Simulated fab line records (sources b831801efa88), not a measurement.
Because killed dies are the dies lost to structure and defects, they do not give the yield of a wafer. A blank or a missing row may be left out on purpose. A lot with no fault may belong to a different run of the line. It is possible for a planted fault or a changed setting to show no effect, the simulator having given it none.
fab line records    flow sfqLine
[record] lots = 5  wafers = 23
route steps=325 shown C5@244 M6@258 I6@270 M7@285 I7@301 M8@320
startH: start of the lot's first displayed wafer, in hours after the record's first day    waitH: hours from the lot's prior step to this one    " same as the row above    L1.1+2: several wafers, shown together as one row    - no value, or no start given    * or withheld: withheld    < > ~ a bound
route shown NAME@n: NAME is a module with steps in the file, n the number in the route of the first one    usual: mean/standard deviation of fault-free wafers    same: alike in all rows    chamber/n: place in a boat    sites: the reading at each site    _std_site: standard deviation across them    _edge_site: mean of outer sites minus mean of inner sites    radiusMm: how far each site lies from the wafer's centre    mask NAME#n: copy n    behind: tool/chamber where the wafer was last shaped    hold: the reason the lot was held/the length of the hold in hours/how it ended    device: the n, p or np transistor that did not switch    end of line: the tests these same wafers got at the end of their route    a step with no rows: only its recipe    killed: not the wafer's yield, but the dies lost to structure and defects at the first sort    map: dies across one wafer; x = killed, . = not, _ = none there
set.NAME: setting as actually run; set.NAME@STEP: the setting as run at that earlier step    model.NAME: the simulator's own value behind a step, which no gauge read
lots run with intentionally changed settings; tables by step, rows by wafer
[[steps]]
[step SFQ_TRILAYER_C5_LITHO_PEB_154]
[recipe] pebTempC = 115  pebTimeS = 60  resist = KrF
lot.wafer   tool           chamber  startH   waitH  set.pebTimeS
L078.1+4    lithoTrack-01  0        1523.22  1.0    53.18
L078.2+3+5  "              0        "        "      60
L080.1+6    lithoTrack-02  0        1574.39  1.0    51.88
L080.2+3+5  "              0        "        "      60
L079.1+4+5  lithoTrack-03  0        1643.72  1.0    60
L084.1+3+4  lithoTrack-03  0        1660.64  1.0    60
L084.2+5    "              0        "        "      53.7
L085.1+2+4  lithoTrack-01  0        1663.04  1.0    68.53
L085.3+5    "              0        "        "      60
[step SFQ_TRILAYER_C5_LITHO_DEVELOP_153]
[recipe] timeS = 60  resist = KrF
[step SFQ_TRILAYER_C5_BARC_OPEN_VIA_ETCH_210]
[recipe] maskMaterial = PR  chemistry = O2  targetDepthNm = 125  target = BARC  sourceW = 500  biasW = 80  pressureMtorr = 30  timeS = 41.7
lot.wafer  tool        chamber  startH   waitH  set.pebTimeS@TRILAYER_C5_LITHO_PEB_154  model.C5.cdNm
L078.1     rieDiel-02  0        1523.55  0.0    53.18                                   486.5
L078.2     "           3        "        "      60                                      500.7
L078.3     "           1        "        "      60                                      501.7
L078.4     "           2        "        "      53.18                                   484.4
L078.5     "           0        "        "      60                                      503.5
L080.1     rieDiel-03  1        1574.73  0.0    51.88                                   479.8
L080.2     "           0        "        "      60                                      502.7
L080.3     "           2        "        "      60                                      502.1
L080.5     "           1        "        "      60                                      501.2
L080.6     "           2        "        "      51.88                                   480.5
L079.1     rieDiel-02  0        1644.05  0.0    60                                      500.4
L079.4     "           1        "        "      60                                      501.2
L079.5     "           0        "        "      60                                      501.3
L084.1     rieDiel-02  3        1660.98  0.0    60                                      500.7
L084.2     "           2        "        "      53.7                                    483.8
L084.3     "           1        "        "      60                                      500.2
L084.4     "           0        "        "      60                                      500.1
L084.5     "           3        "        "      53.7                                    483.4
L085.1     rieDiel-01  1        1663.38  0.0    68.53                                   518.3
L085.2     "           3        "        "      68.53                                   518.9
L085.3     "           0        "        "      60                                      500.4
L085.4     "           2        "        "      68.53                                   517.1
L085.5     "           0        "        "      60                                      501.7
[step SFQ_TRILAYER_M6_LITHO_EXPOSE_160]
[recipe] maskId = M6  na = 0.6  sourceShape = conventional  sigmaOuter = 0.65  targetCdNm = 500  doseMj = 14.4
lot.wafer       tool           chamber  startH   waitH  mask  set.doseMj
L078.1+2+3+4+5  krfScanner-02  0        1625.59  -      M6#0  14.4
L080.1+3+6      krfScanner-02  0        1627.99  -      M6#0  14.07
L080.2+5        "              0        "        "      M6#0  14.4
L079.1+4+5      krfScanner-02  0        -        -      M6#0  14.4
L084.1+2+4      krfScanner-02  0        1663.17  -      M6#0  13.42
L084.3+5        "              0        "        "      M6#0  14.4
L085.1+2+5      krfScanner-02  0        1665.29  -      M6#0  13.51
L085.3+4        "              0        "        "      M6#0  14.4
[step SFQ_TRILAYER_M6_LITHO_PEB_162]
[recipe] pebTempC = 115  pebTimeS = 60  resist = KrF
[step SFQ_TRILAYER_M6_LITHO_DEVELOP_161]
[recipe] timeS = 60  resist = KrF
[step SFQ_TRILAYER_M6_BARC_OPEN_METAL_ETCH_206]
[recipe] maskMaterial = PR  chemistry = O2  targetDepthNm = 125  target = BARC  icpW = 600  biasW = 77.63  pressureMtorr = 10  timeS = 41.7
lot.wafer  tool         chamber  startH   waitH  set.doseMj@TRILAYER_M6_LITHO_EXPOSE_160  model.M6.cdNm
L078.1     rieMetal-01  0        1627.13  0.0    14.4                                     498.5
L078.2     "            1        "        "      14.4                                     498.4
L078.3     "            0        "        "      14.4                                     499.3
L078.4+5   "            1        "        "      14.4                                     499.5
L080.1     rieMetal-03  0        1629.53  0.0    14.07                                    503
L080.2     "            1        "        "      14.4                                     499
L080.3     "            0        "        "      14.07                                    502.6
L080.5     "            0        "        "      14.4                                     500.2
L080.6     "            1        "        "      14.07                                    504.7
L079.1     rieMetal-02  1        1653.62  0.0    14.4                                     498.9
L079.4     "            0        "        "      14.4                                     501.8
L079.5     "            0        "        "      14.4                                     501.9
L084.1     rieMetal-01  1        1664.70  0.0    13.42                                    511.9
L084.2     "            1        "        "      13.42                                    510.2
L084.3     "            1        "        "      14.4                                     500.3
L084.4     "            1        "        "      13.42                                    512.6
L084.5     "            1        "        "      14.4                                     499.9
L085.1     rieMetal-03  0        1666.83  0.0    13.51                                    513
L085.2     "            1        "        "      13.51                                    511.5
L085.3     "            1        "        "      14.4                                     501.8
L085.4     "            0        "        "      14.4                                     501.7
L085.5     "            1        "        "      13.51                                    511.2
[step SFQ_TRILAYER_I6_VIA_LITHO_COAT_174]
[recipe] resist = BARC  spinRpm = 3000  resistThkNm = 62
lot.wafer  tool           chamber  startH   waitH  set.spinRpm  model.BARC_of_TRILAYER_I6_VIA_LITHO_COAT_174.thkNm
L078.1     lithoTrack-04  0        1636.12  1.0    3000         61.92
L078.2     "              0        "        "      3000         61.69
L078.3     "              0        "        "      3000         61.91
L078.4     "              0        "        "      3000         61.96
L078.5     "              0        "        "      3000         61.85
L080.1     lithoTrack-01  0        1640.93  1.0    3000         62.26
L080.2     "              0        "        "      3000         62.07
L080.3     "              0        "        "      2943         62.92
L080.5     "              0        "        "      2943         62.85
L080.6     "              0        "        "      3000         62.12
L079.1     lithoTrack-02  0        1658.98  1.0    3000         61.77
L079.4     "              0        "        "      3000         61.81
L079.5     "              0        "        "      3000         61.82
L084.1     lithoTrack-04  0        1673.98  1.0    3000         61.99
L084.2     "              0        "        "      3000         61.97
L084.3     "              0        "        "      3000         62.03
L084.4     "              0        "        "      3000         61.83
L084.5     "              0        "        "      3000         61.95
L085.1     lithoTrack-01  0        1676.98  1.0    3000         61.84
L085.2     "              0        "        "      2861         63.28
L085.3     "              0        "        "      2861         63.19
L085.4     "              0        "        "      3000         61.86
L085.5     "              0        "        "      2861         63.23
[step SFQ_TRILAYER_I6_VIA_BARC_OPEN_VIA_ETCH_235]
[recipe] maskMaterial = PR  chemistry = O2  targetDepthNm = 125  target = BARC  sourceW = 500  biasW = 80  pressureMtorr = 30  timeS = 41.7
lot.wafer     tool        chamber  startH   waitH  set.biasW  set.spinRpm@TRILAYER_I6_VIA_LITHO_COAT_174  model.etch.depthNm
L078.1+2+4    rieDiel-03  0,3,1    1750.98  0.0    80         3000                                        -
L078.3        "           2        "        "      80         3000                                        61.91
L078.5        "           1        "        "      80         3000                                        61.85
L080.1        rieDiel-01  1        1755.85  0.0    80         3000                                        -
L080.2        "           2        "        "      71.89      3000                                        62.07
L080.3        "           3        "        "      80         2943                                        -
L080.5        "           2        "        "      80         2943                                        62.85
L080.6        "           1        "        "      71.89      3000                                        -
L079.1        rieDiel-03  2        1769.05  0.0    80         3000                                        61.77
L079.4        "           3        "        "      80         3000                                        61.81
L079.5        "           2        "        "      80         3000                                        61.82
L084.1+2+3+5  rieDiel-03  1,3,2,2  1780.37  0.0    80         3000                                        -
L084.4        "           0        "        "      80         3000                                        61.83
L085.1        rieDiel-04  0        1782.77  0.0    76.76      3000                                        61.84
L085.2        "           1        "        "      80         2861                                        63.28
L085.3        "           2        "        "      80         2861                                        -
L085.4        "           3        "        "      80         3000                                        61.86
L085.5        "           2        "        "      76.76      2861                                        -
[step SFQ_TRILAYER_M7_LITHO_COAT_182]
[recipe] resist = BARC  spinRpm = 3000  resistThkNm = 62
lot.wafer  tool           chamber  startH   waitH  set.spinRpm  model.BARC_of_TRILAYER_M7_LITHO_COAT_182.thkNm
L078.1     lithoTrack-03  0        1752.21  0.1    3151         60.68
L078.2     "              0        "        "      3000         62.38
L078.3     "              0        "        "      3151         60.82
L078.4     "              0        "        "      3000         62.07
L078.5     "              0        "        "      3151         60.72
L080.1     lithoTrack-03  0        1757.07  0.1    3069         61.46
L080.2     "              0        "        "      3000         62.19
L080.3     "              0        "        "      3000         62.3
L080.5     "              0        "        "      3069         61.53
L080.6     "              0        "        "      3000         61.98
L079.1     lithoTrack-03  0        1770.27  0.1    3000         62.39
L079.4     "              0        "        "      3000         62.1
L079.5     "              0        "        "      3000         62.35
L084.1     lithoTrack-04  0        1781.60  0.1    3000         61.82
L084.2     "              0        "        "      2899         63.21
L084.3     "              0        "        "      2899         63.03
L084.4     "              0        "        "      3000         61.87
L084.5     "              0        "        "      2899         63.26
L085.1     lithoTrack-03  0        1784.03  0.1    2840         63.9
L085.2     "              0        "        "      2840         63.72
L085.3     "              0        "        "      3000         62.15
L085.4     "              0        "        "      3000         61.99
L085.5     "              0        "        "      3000         62.08
[step SFQ_TRILAYER_M7_LITHO_COAT_177]
[recipe] resist = KrF  spinRpm = 3000  resistThkNm = 600
[step SFQ_TRILAYER_M7_LITHO_SOFTBAKE_181]
[recipe] tempC = withheld  timeS = withheld  resist = KrF
[step SFQ_TRILAYER_M7_LITHO_DEVELOP_179]
[recipe] timeS = 60  resist = KrF
[step SFQ_TRILAYER_M7_BARC_OPEN_METAL_ETCH_229]
[recipe] maskMaterial = PR  chemistry = O2  targetDepthNm = 125  target = BARC  icpW = 600  biasW = 80  pressureMtorr = 10  timeS = 41.7
lot.wafer   tool         chamber  startH   waitH  set.spinRpm@TRILAYER_M7_LITHO_COAT_182  model.etch.depthNm
L078.1      rieMetal-03  0        1842.77  0.0    3151                                    -
L078.2+4    "            1        "        "      3000                                    -
L078.3      "            0        "        "      3151                                    60.82
L078.5      "            1        "        "      3151                                    60.72
L080.1      rieMetal-04  0        1847.57  0.0    3069                                    -
L080.2      "            1        "        "      3000                                    62.19
L080.3+6    "            1,0      "        "      3000                                    -
L080.5      "            1        "        "      3069                                    61.53
L079.1      rieMetal-02  1        1857.59  0.0    3000                                    62.39
L079.4      "            1        "        "      3000                                    62.1
L079.5      "            0        "        "      3000                                    62.35
L084.1      rieMetal-04  0        1873.19  0.0    3000                                    -
L084.2+3+5  "            1,1,0    "        "      2899                                    -
L084.4      "            0        "        "      3000                                    61.87
L085.1      rieMetal-02  0        1874.39  0.0    2840                                    63.9
L085.2      "            1        "        "      2840                                    63.72
L085.3+5    "            0        "        "      3000                                    -
L085.4      "            1        "        "      3000                                    61.99
[step SFQ_TRILAYER_I7_VIA_LITHO_COAT_187]
[recipe] resist = KrF  spinRpm = 3000  resistThkNm = 650
lot.wafer  tool           chamber  startH   waitH  set.spinRpm  model.KrF_of_TRILAYER_I7_VIA_LITHO_COAT_187.thkNm
L078.1     lithoTrack-01  0        1848.43  0.2    2781         672.7
L078.2     "              0        "        "      2781         672.3
L078.3     "              0        "        "      3000         649.8
L078.4     "              0        "        "      3000         648.7
L078.5     "              0        "        "      3000         649.1
L080.1     lithoTrack-01  0        1853.23  0.2    3000         648.7
L080.2     "              0        "        "      3000         648.9
L080.3     "              0        "        "      2824         669.9
L080.5     "              0        "        "      2824         667.2
L080.6     "              0        "        "      2824         669.7
L079.1     lithoTrack-02  0        1864.51  0.2    3000         648.6
L079.4     "              0        "        "      3000         651
L079.5     "              0        "        "      3000         650.8
L084.1     lithoTrack-01  0        1896.31  0.2    3000         649.1
L084.2     "              0        "        "      3000         648.6
L084.3     "              0        "        "      3000         647.5
L084.4     "              0        "        "      3000         648.5
L084.5     "              0        "        "      3000         649.3
L085.1     lithoTrack-01  0        1899.31  0.2    3000         650.7
L085.2     "              0        "        "      2927         658.7
L085.3     "              0        "        "      3000         651.7
L085.4     "              0        "        "      2927         657.2
L085.5     "              0        "        "      3000         650.5
[step SFQ_TRILAYER_M8_DEP_EVAP_198]
[recipe] material = Pt  angularSpreadDeg = 1  targetThkNm = 50  timeS = 250  powerW = 2000
lot.wafer  tool           chamber  startH   waitH  set.timeS  model.Pt_of_TRILAYER_M8_DEP_EVAP_198.thkNm
L078.1     pvdSputter-01  -        2020.69  0.0    250        50.84
L078.2     "              -        "        "      250        50.77
L078.3     "              -        "        "      250        50.05
L078.4     "              -        "        "      250        50.63
L078.5     "              -        "        "      250        50.11
L080.1     pvdSputter-02  -        2029.30  0.0    284.6      56.92
L080.2     "              -        "        "      284.6      56.27
L080.3     "              -        "        "      250        49.55
L080.5     "              -        "        "      250        49.6
L080.6     "              -        "        "      284.6      56.19
L079.1     pvdSputter-01  -        2037.70  0.0    250        50.55
L079.4     "              -        "        "      250        49.84
L079.5     "              -        "        "      250        50.32
L084.1     pvdSputter-01  -        2084.62  0.0    250        50.38
L084.2     "              -        "        "      250        51.22
L084.3     "              -        "        "      268.6      54.59
L084.4     "              -        "        "      268.6      54.5
L084.5     "              -        "        "      250        50.49
L085.1     pvdSputter-02  -        2090.62  0.0    250        49.75
L085.2     "              -        "        "      250        50.03
L085.3     "              -        "        "      250        49.6
L085.4     "              -        "        "      250        49.3
L085.5     "              -        "        "      250        49.36
[[key]]
[split] step = SFQ_TRILAYER_C5_LITHO_PEB_154  setting = pebTimeS  stated = 60  by = wafer
[response] step = SFQ_TRILAYER_C5_BARC_OPEN_VIA_ETCH_210  reading = model.C5.cdNm  change = +1.44  per = 1%  r = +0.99
[split] step = SFQ_TRILAYER_M6_LITHO_EXPOSE_160  setting = doseMj  stated = 14.4  by = wafer
[response] step = SFQ_TRILAYER_M6_BARC_OPEN_METAL_ETCH_206  reading = model.M6.cdNm  change = -1.67  per = 1%  r = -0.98
[split] step = SFQ_TRILAYER_I6_VIA_LITHO_COAT_174  setting = spinRpm  stated = 3000  by = wafer
[response] step = SFQ_TRILAYER_I6_VIA_LITHO_COAT_174  reading = model.BARC_of_TRILAYER_I6_VIA_LITHO_COAT_174.thkNm  change = -0.312  per = 1%  r = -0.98
[response] step = SFQ_TRILAYER_I6_VIA_BARC_OPEN_VIA_ETCH_235  reading = model.etch.depthNm  change = -0.321  per = 1%  r = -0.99
[split] step = SFQ_TRILAYER_I6_VIA_BARC_OPEN_VIA_ETCH_235  setting = biasW  stated = 80  by = wafer
response none clear
[split] step = SFQ_TRILAYER_M7_LITHO_COAT_182  setting = spinRpm  stated = 3000  by = wafer
[response] step = SFQ_TRILAYER_M7_LITHO_COAT_182  reading = model.BARC_of_TRILAYER_M7_LITHO_COAT_182.thkNm  change = -0.322  per = 1%  r = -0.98
[response] step = SFQ_TRILAYER_M7_BARC_OPEN_METAL_ETCH_229  reading = model.etch.depthNm  change = -0.334  per = 1%  r = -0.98
[split] step = SFQ_TRILAYER_I7_VIA_LITHO_COAT_187  setting = spinRpm  stated = 3000  by = wafer
[response] step = SFQ_TRILAYER_I7_VIA_LITHO_COAT_187  reading = model.KrF_of_TRILAYER_I7_VIA_LITHO_COAT_187.thkNm  change = -3.26  per = 1%  r = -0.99
[split] step = SFQ_TRILAYER_M8_DEP_EVAP_198  setting = timeS  stated = 250  by = wafer
[response] step = SFQ_TRILAYER_M8_DEP_EVAP_198  reading = model.Pt_of_TRILAYER_M8_DEP_EVAP_198.thkNm  change = +0.502  per = 1%  r = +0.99
